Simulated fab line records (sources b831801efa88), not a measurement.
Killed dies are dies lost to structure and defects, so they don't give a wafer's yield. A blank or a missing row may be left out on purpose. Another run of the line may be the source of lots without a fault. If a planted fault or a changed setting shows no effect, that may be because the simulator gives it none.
Check of tool commonality || flow gf180mcu || Lots sampled 12, wafers sampled 36

== WHY THIS WAS OPENED ==
GF_VT_IMPLANT_TW_MEAS_10, reading VT_IMPLANT_TW: flagged on 1 of 12 lots. No-fault wafers: 563.8, standard deviation 2.7.
Rule: flag the lot when none of its wafers has a number, or when each of its wafers that has one lies beyond 4 standard deviations from that mean. The rest of the lots are taken to be sound.

{"lot": "L308", "measured": "day 5 16:47", "on": "film_metro-03", "VT_IMPLANT_TW, wafer by wafer": "565.2 561.0 564.1", "flag": ""}
{"lot": "L311", "measured": "day 6 08:46", "on": "film_metro-02", "VT_IMPLANT_TW, wafer by wafer": "562.3 564.7 565.6", "flag": ""}
{"lot": "L312", "measured": "day 6 14:35", "on": "film_metro-02", "VT_IMPLANT_TW, wafer by wafer": "566.8 565.1 565.4", "flag": ""}
{"lot": "L314", "measured": "day 7 02:03", "on": "film_metro-03", "VT_IMPLANT_TW, wafer by wafer": "565.3 566.9 565.0", "flag": ""}
{"lot": "L316", "measured": "day 7 16:37", "on": "film_metro-02", "VT_IMPLANT_TW, wafer by wafer": "564.8 560.5 558.8", "flag": ""}
{"lot": "L321", "measured": "day 9 00:37", "on": "film_metro-03", "VT_IMPLANT_TW, wafer by wafer": "560.6 562.1 562.5", "flag": ""}
{"lot": "L324", "measured": "day 9 17:01", "on": "film_metro-02", "VT_IMPLANT_TW, wafer by wafer": "29.9 30.0 29.8", "flag": "FLAGGED"}
{"lot": "L325", "measured": "day 10 00:26", "on": "film_metro-01", "VT_IMPLANT_TW, wafer by wafer": "563.7 562.1 564.4", "flag": ""}
{"lot": "L328", "measured": "day 10 18:14", "on": "film_metro-02", "VT_IMPLANT_TW, wafer by wafer": "563.0 559.8 560.1", "flag": ""}
{"lot": "L329", "measured": "day 10 23:34", "on": "film_metro-03", "VT_IMPLANT_TW, wafer by wafer": "565.1 565.5 561.8", "flag": ""}
{"lot": "L330", "measured": "day 11 06:20", "on": "film_metro-01", "VT_IMPLANT_TW, wafer by wafer": "562.6 562.5 561.7", "flag": ""}
{"lot": "L331", "measured": "day 11 15:14", "on": "film_metro-03", "VT_IMPLANT_TW, wafer by wafer": "563.2 564.4 563.7", "flag": ""}
Flagged lots average 29.9: -533.9 relative to the usual, that is -99 or more standard deviations.

== EACH LOT AND THE TOOL IT RAN ON ==
2 process steps preceding the reading are held in the record, out of 602 steps in the route. Each cell gives the tool, then ch followed by the chambers the sampled wafers passed through, then the start.
{"lot": "L308", "flag": "", "GF_STI_ETCH_14": "rie_si-01 ch 0,3, day 2 03:14", "GF_VT_IMPLANT_EXPOSE_04": "iline_stepper-01 ch 0, day 5 09:07"}
{"lot": "L311", "flag": "", "GF_STI_ETCH_14": "rie_si-01 ch 0,2,3, day 2 17:30", "GF_VT_IMPLANT_EXPOSE_04": "iline_stepper-02 ch 0, day 6 01:12"}
{"lot": "L312", "flag": "", "GF_STI_ETCH_14": "rie_si-01 ch 0,1,3, day 2 22:12", "GF_VT_IMPLANT_EXPOSE_04": "iline_stepper-01 ch 0, day 6 07:21"}
{"lot": "L314", "flag": "", "GF_STI_ETCH_14": "rie_si-02 ch 0,2,3, day 3 08:20", "GF_VT_IMPLANT_EXPOSE_04": "iline_stepper-02 ch 0, day 6 18:09"}
{"lot": "L316", "flag": "", "GF_STI_ETCH_14": "rie_si-02 ch 0,1,2, day 3 19:45", "GF_VT_IMPLANT_EXPOSE_04": "iline_stepper-01 ch 0, day 7 08:59"}
{"lot": "L321", "flag": "", "GF_STI_ETCH_14": "rie_si-02 ch 1,2,3, day 4 19:48", "GF_VT_IMPLANT_EXPOSE_04": "iline_stepper-01 ch 0, day 8 16:35"}
{"lot": "L324", "flag": "FLAGGED", "GF_STI_ETCH_14": "rie_si-01 ch 0,1,2, day 5 11:59", "GF_VT_IMPLANT_EXPOSE_04": "iline_stepper-01 ch 0, day 9 08:32"}
{"lot": "L325", "flag": "", "GF_STI_ETCH_14": "rie_si-02 ch 2,3, day 5 18:14", "GF_VT_IMPLANT_EXPOSE_04": "iline_stepper-01 ch 0, day 9 15:54"}
{"lot": "L328", "flag": "", "GF_STI_ETCH_14": "rie_si-02 ch 0,3, day 6 08:56", "GF_VT_IMPLANT_EXPOSE_04": "iline_stepper-02 ch 0, day 10 08:58"}
{"lot": "L329", "flag": "", "GF_STI_ETCH_14": "rie_si-02 ch 0,1, day 6 14:02", "GF_VT_IMPLANT_EXPOSE_04": "iline_stepper-02 ch 0, day 10 14:22"}
{"lot": "L330", "flag": "", "GF_STI_ETCH_14": "rie_si-02 ch 0,1,3, day 6 18:32", "GF_VT_IMPLANT_EXPOSE_04": "iline_stepper-01 ch 0, day 10 20:34"}
{"lot": "L331", "flag": "", "GF_STI_ETCH_14": "rie_si-01 ch 2,3, day 7 01:15", "GF_VT_IMPLANT_EXPOSE_04": "iline_stepper-01 ch 0, day 11 06:09"}
These steps, and what they do:
- GF_STI_ETCH_14: etches Si in HBr/Cl2/O2, target depth 360 nm, time 102.9 s.
- GF_VT_IMPLANT_EXPOSE_04: exposes mask LVPWELL LV AREA, target cd 600 nm.
- GF_VT_IMPLANT_TW_MEAS_10

== FLAGGED AGAINST TOTAL, ONE TOOL AT A TIME (gauges that did the reading follow at the end) ==
{"step": "GF_STI_ETCH_14", "tool": "rie_si-01", "lots run": 5, "flagged": 1, "share of the flagged lots": "all", "sound lots run after its first flagged lot": "1 (L331)"}
{"step": "GF_STI_ETCH_14", "tool": "rie_si-02", "lots run": 7, "flagged": 0, "share of the flagged lots": "none", "sound lots run after its first flagged lot": "-"}
{"step": "GF_VT_IMPLANT_EXPOSE_04", "tool": "iline_stepper-01", "lots run": 8, "flagged": 1, "share of the flagged lots": "all", "sound lots run after its first flagged lot": "3 (L325,L330,L331)"}
{"step": "GF_VT_IMPLANT_EXPOSE_04", "tool": "iline_stepper-02", "lots run": 4, "flagged": 0, "share of the flagged lots": "none", "sound lots run after its first flagged lot": "-"}
{"step": "GF_VT_IMPLANT_TW_MEAS_10", "tool": "film_metro-01", "lots run": 2, "flagged": 0, "share of the flagged lots": "none", "sound lots run after its first flagged lot": "-"}
{"step": "GF_VT_IMPLANT_TW_MEAS_10", "tool": "film_metro-02", "lots run": 5, "flagged": 1, "share of the flagged lots": "all", "sound lots run after its first flagged lot": "1 (L328)"}
{"step": "GF_VT_IMPLANT_TW_MEAS_10", "tool": "film_metro-03", "lots run": 5, "flagged": 0, "share of the flagged lots": "none", "sound lots run after its first flagged lot": "-"}

== WHAT THE TABLE PERMITS ==
rie_si-01 at GF_STI_ETCH_14, iline_stepper-01 at GF_VT_IMPLANT_EXPOSE_04 and film_metro-02 at GF_VT_IMPLANT_TW_MEAS_10: these 3 rows of the table ran every flagged lot.
- rie_si-01 at GF_STI_ETCH_14: 1 of its 5 lots flagged. After the first flagged lot (L331), sound lots still ran on it; a lasting fault on the whole tool would not permit that.
- iline_stepper-01 at GF_VT_IMPLANT_EXPOSE_04: 1 of its 8 lots flagged. After the first flagged lot (L325, L330, L331), sound lots still ran on it; a lasting fault on the whole tool would not permit that.
- film_metro-02 at GF_VT_IMPLANT_TW_MEAS_10: 1 of its 5 lots flagged. After the first flagged lot (L328), sound lots still ran on it; a lasting fault on the whole tool would not permit that.
Every row of the table either missed a flagged lot or ran a sound lot after the first.

== WHAT HAD BEEN PUT IN BY THE SIMULATOR ==
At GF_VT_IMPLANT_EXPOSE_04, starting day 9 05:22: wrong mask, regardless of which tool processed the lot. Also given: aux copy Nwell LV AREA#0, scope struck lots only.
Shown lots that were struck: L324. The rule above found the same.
